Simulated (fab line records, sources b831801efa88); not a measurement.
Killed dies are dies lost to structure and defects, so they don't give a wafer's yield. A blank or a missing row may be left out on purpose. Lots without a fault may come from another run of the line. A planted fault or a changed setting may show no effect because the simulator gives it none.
fab line records | flow gf180mcu | part 2 of 2: steps 32 to 39 of 39
record lots=5 wafers=15 last_day=34
route steps=602 shown M2@366 V2@382
lots that met no fault: from a run of the same line without faults
start_h: hours from the record's first day to the start of the lot's first wafer shown | wait_h: hours since the lot's step before | " the same as in the row above | L1.1+2: a row that stands for several wafers | - no value, or no start given | * or withheld: withheld | < > ~ a bound
route shown NAME@n: a module of which the file shows steps, and the number in the route of the first | usual: mean/standard deviation of fault-free wafers | same: alike in all rows | chamber/n: place in a boat | sites: the reading at each site | _std_site: their standard deviation | _edge_site: outer sites' mean less inner sites' | radius_mm: how far each site lies from the wafer's centre | mask NAME#n: copy n | behind: the tool/chamber that last shaped the wafer | hold: why the lot was held/for how many hours/how that ended | device: the transistor (n, p or np) that didn't switch | end of line: the same wafers' tests at the end of the route | a step without rows: its recipe alone | killed: dies lost to structure and defects at the first sort, not the wafer's yield | map: a wafer's dies, x killed, . not, _ none there
set.NAME: the setting as run; set.NAME@STEP: as run at that earlier step | model.NAME: the simulator's own value behind a step, which no gauge read
lots at some steps of the route; a table a step, a row a wafer
services: from which hour (start_h, from the record's first day; less than 0 if before it) a tool's chamber was out of use, for how many hours, and why
## steps
# step GF_V2_OVL_MEAS_15
# usual V2_OVL=2/5.9
# columns lot.wafer tool chamber start_h wait_h V2_OVL[nm]
L075.2 overlay-02 - 471.00 0.1 -3
L075.4 " - " " -5
L075.5 " - " " -10
L079.4 overlay-01 - 507.71 0.1 7
L079.5 " - " " 8
L079.6 " - " " 10
L086.2 overlay-01 - 569.73 0.1 -2
L086.4 " - " " -1
L086.6 " - " " 0
L093.1 overlay-01 - 618.99 0.1 -5
L093.4 " - " " 5
L093.5 " - " " 3
L097.2 overlay-01 - 646.53 0.1 -5
L097.4 " - " " -1
L097.6 " - " " -3
# step GF_V2_ETCH_16
# recipe chemistry=N2/H2 target_depth_a=withheld overetch_a=withheld time_s=withheld target=BARC ion_energy_ev=200 source_w=500 bias_w=100 pressure_mtorr=30 n2_flow_sccm=100 h2_flow_sccm=200
# usual chamber_pressure_mTorr=29.999/0.029 drypump_motor_current_A=5.6/0.46 oes_product_au=0.854/0.0045 throttle_valve_pct=13.225/0.0083
# columns lot.wafer tool chamber start_h wait_h chamber_pressure_mTorr drypump_motor_current_A oes_product_au throttle_valve_pct
L075.2 rie_diel-03 0 471.03 0.0 30.012 4.8 0.846 13.216
L075.4 " 3 " " 29.992 5.4 0.850 13.235
L075.5 " 1 " " 29.973 5.6 0.862 13.219
L079.4 rie_diel-03 2 507.73 0.0 30.002 5.6 0.861 13.233
L079.5 " 0 " " 30.043 4.8 0.857 13.223
L079.6 " 1 " " 30.014 5.6 0.860 13.223
L086.2 rie_diel-02 2 569.76 0.0 29.992 6.5 0.865 13.221
L086.4 " 3 " " 30.004 5.1 0.857 13.217
L086.6 " 3 " " 29.977 5.2 0.851 13.229
L093.1 rie_diel-01 2 619.03 0.0 30.030 6.2 0.852 13.219
L093.4 " 3 " " 30.001 6.5 0.857 13.217
L093.5 " 1 " " 29.977 5.9 0.853 13.235
L097.2 rie_diel-03 1 646.56 0.0 30.040 5.6 0.853 13.233
L097.4 " 3 " " 30.017 5.4 0.849 13.226
L097.6 " 0 " " 29.959 4.8 0.845 13.227
# step GF_V2_ETCH_17
# recipe chemistry=C4F8/O2/Ar mask_material=KrF target=SiO2 stop_on=TiN source_w=1500 bias_w=1200 pressure_mtorr=40 c4f8_flow_sccm=withheld O2_flow_sccm=6 Ar_flow_sccm=300 time_s=withheld target_depth_a=6300
# usual chamber_pressure_mTorr=40.00/0.035 oes_product_au=0.856/0.0045
# columns lot.wafer tool chamber start_h wait_h chamber_pressure_mTorr oes_product_au
L075.2 rie_diel-03 0 - - 40.00 0.849
L075.4 " 3 " " 40.00 0.851
L075.5 " 1 " " 39.99 0.865
L079.4 rie_diel-03 2 - - 39.96 0.850
L079.5 " 0 " " 39.98 0.859
L079.6 " 1 " " 40.03 0.857
L086.2 rie_diel-02 2 - - 40.01 0.854
L086.4 " 3 " " 39.98 0.864
L086.6 " 3 " " 40.10 0.852
L093.1 rie_diel-01 2 - - 40.08 0.851
L093.4 " 3 " " 39.98 0.862
L093.5 " 1 " " 40.02 0.860
L097.2 rie_diel-03 1 - - 40.00 0.858
L097.4 " 3 " " 40.00 0.858
L097.6 " 0 " " 39.99 0.851
# step GF_V2_STRIP_18
# recipe chemistry=O2/N2 power_w=1400 pressure_mtorr=1500 platen_temp_c=250 o2_flow_sccm=3000 n2_flow_sccm=300 overash_fraction=0.5
# usual chamber_pressure_mTorr=1500.0/1.4 drypump_motor_current_A=6.0/0.47 heater_power_w=337/30 oes_product_au=0.592/0.0047
# columns lot.wafer tool chamber start_h wait_h chamber_pressure_mTorr drypump_motor_current_A heater_power_w oes_product_au rf_hours_counter_h
L075.2 plasma_asher-02 1 471.16 - 1500.1 5.9 325 0.592 4
L075.4 " 0 " " 1500.6 5.7 379 0.596 -
L075.5 " 1 " " 1503.1 5.9 324 0.597 -
L079.4 plasma_asher-03 1 507.89 - 1498.5 6.6 360 0.596 -
L079.5 " 0 " " 1499.5 6.6 317 0.603 -
L079.6 " 1 " " 1499.7 6.6 362 0.608 -
L086.2 plasma_asher-04 1 569.89 - 1498.5 5.3 283 0.588 86
L086.4 " 1 " " 1499.6 5.2 287 0.590 -
L086.6 " 1 " " 1499.8 5.2 296 0.600 -
L093.1 plasma_asher-02 0 619.15 - 1500.8 5.7 380 0.591 19
L093.4 " 1 " " 1500.2 5.8 323 0.599 -
L093.5 " 1 " " 1500.3 5.9 328 0.593 -
L097.2 plasma_asher-03 1 646.69 - 1499.7 6.6 359 0.586 58
L097.4 " 1 " " 1499.8 6.6 355 0.593 -
L097.6 " 1 " " 1499.6 6.5 353 0.590 -
# step GF_V2_STRIP_19
# recipe chemistry=post_etch_residue_remover time_s=1200 temp_c=72.5
# usual bath_guard_temp_C=72.6/0.43 bath_heat_duty_pct=14.3/1.7
# columns lot.wafer tool chamber start_h wait_h bath_guard_temp_C bath_heat_duty_pct
L075.2 wet_bench-01 3 471.26 0.1 72.1 16.5
L075.4 " 3 " " 72.3 14.6
L075.5 " 3 " " 72.3 15.8
L079.4 wet_bench-04 3 507.96 0.0 73.1 11.6
L079.5 " 3 " " 73.1 11.8
L079.6 " 3 " " 72.9 10.6
L086.2 wet_bench-01 0 569.99 0.1 73.1 13.3
L086.4 " 0 " " 73.0 13.3
L086.6 " 0 " " 73.2 12.3
L093.1 wet_bench-04 2 619.25 0.1 71.9 13.3
L093.4 " 2 " " 71.7 12.5
L093.5 " 2 " " 71.8 12.9
L097.2 wet_bench-01 3 646.79 0.1 72.4 16.0
L097.4 " 3 " " 72.4 16.2
L097.6 " 3 " " 72.4 18.0
# step GF_V2_CLEAN_20
# recipe chemistry=DIW dry=n2_spin
# columns lot.wafer tool chamber start_h wait_h
L075.2+4+5 wet_bench-02 2 471.60 0.0
L079.4+5+6 wet_bench-01 1 508.33 0.0
L086.2+4+6 wet_bench-02 1 570.67 0.0
L093.1+4+5 wet_bench-02 1 619.60 0.0
L097.2+4+6 wet_bench-01 1 647.16 0.0
# step GF_V2_SPUTTER_21
# recipe material=Ti target_thk_nm=15 chamber_pressure_pa=5 power_w=2500 substrate_temp_c=200 time_s=80.02
# usual chamber_pressure_pa=5.000/0.01 throttle_valve_pct=29.9/0.64
# columns lot.wafer tool chamber start_h wait_h chamber_pressure_pa throttle_valve_pct
L075.2 pvd_sputter-03 - 471.70 0.0 4.990 29.4
L075.4 " - " " 4.993 29.8
L075.5 " - " " 4.988 29.6
L079.4 pvd_sputter-03 - 508.42 0.0 5.003 30.2
L079.5 " - " " 5.010 29.7
L079.6 " - " " 4.997 29.8
L086.2 pvd_sputter-03 - 570.77 0.0 4.999 29.7
L086.4 " - " " 5.014 29.4
L086.6 " - " " 5.006 29.6
L093.1 pvd_sputter-04 - 619.69 0.0 5.012 31.2
L093.4 " - " " 4.988 29.5
L093.5 " - " " 4.999 29.0
L097.2 pvd_sputter-02 - 647.26 0.0 5.011 30.2
L097.4 " - " " 4.986 30.4
L097.6 " - " " 4.995 30.8
# step GF_V2_SPUTTER_22
# recipe material=TiN target_thk_nm=10 chamber_pressure_pa=5 power_w=4000 time_s=40
# usual chamber_pressure_pa=4.998/0.01 throttle_valve_pct=29.9/0.6
# columns lot.wafer tool chamber start_h wait_h chamber_pressure_pa throttle_valve_pct
L075.2 pvd_sputter-03 - 471.76 0.0 5.009 29.4
L075.4 " - " " 5.005 29.6
L075.5 " - " " 4.994 29.4
L079.4 pvd_sputter-03 - 508.48 0.0 4.996 30.0
L079.5 " - " " 5.001 29.4
L079.6 " - " " 5.004 29.8
L086.2 pvd_sputter-03 - 570.83 0.0 4.997 29.6
L086.4 " - " " 4.993 29.3
L086.6 " - " " 4.991 29.5
L093.1 pvd_sputter-04 - 619.75 0.0 4.997 31.0
L093.4 " - " " 4.975 29.3
L093.5 " - " " 4.996 29.6
L097.2 pvd_sputter-02 - 647.32 0.0 4.996 30.3
L097.4 " - " " 5.009 30.4
L097.6 " - " " 4.996 30.6
## services
# columns tool chamber start_h hours kind
pvd_sputter-04 - 412.64 0.9 repair
plasma_asher-02 - 421.25 9.0 pm
pvd_sputter-04 - 433.38 6.4 repair
pvd_sputter-04 - 435.83 1.0 repair
krf_scanner-02 - 448.83 1.0 pm
krf_scanner-02 - 450.12 0.8 pm
krf_scanner-02 - 473.74 0.6 repair
pvd_sputter-03 - 483.64 0.6 repair
krf_scanner-02 - 492.59 3.6 pm
rie_diel-03 0 498.34 8.9 repair
pvd_sputter-03 - 509.36 3.0 repair
rie_diel-03 3 533.33 1.3 repair
krf_scanner-02 - 535.37 1.3 pm
krf_scanner-02 - 543.02 0.3 repair
pvd_sputter-04 - 546.42 4.4 repair
krf_scanner-02 - 551.76 13.5 repair
krf_scanner-02 - 559.69 0.6 repair
rie_diel-03 1 563.42 14.3 repair
pvd_sputter-03 - 571.17 1.1 repair
pvd_sputter-03 - 584.68 3.8 repair
krf_scanner-02 - 617.83 1.0 pm
krf_scanner-02 - 618.92 0.8 pm
krf_scanner-02 - 639.01 0.8 repair
krf_scanner-02 - 641.65 4.0 pm
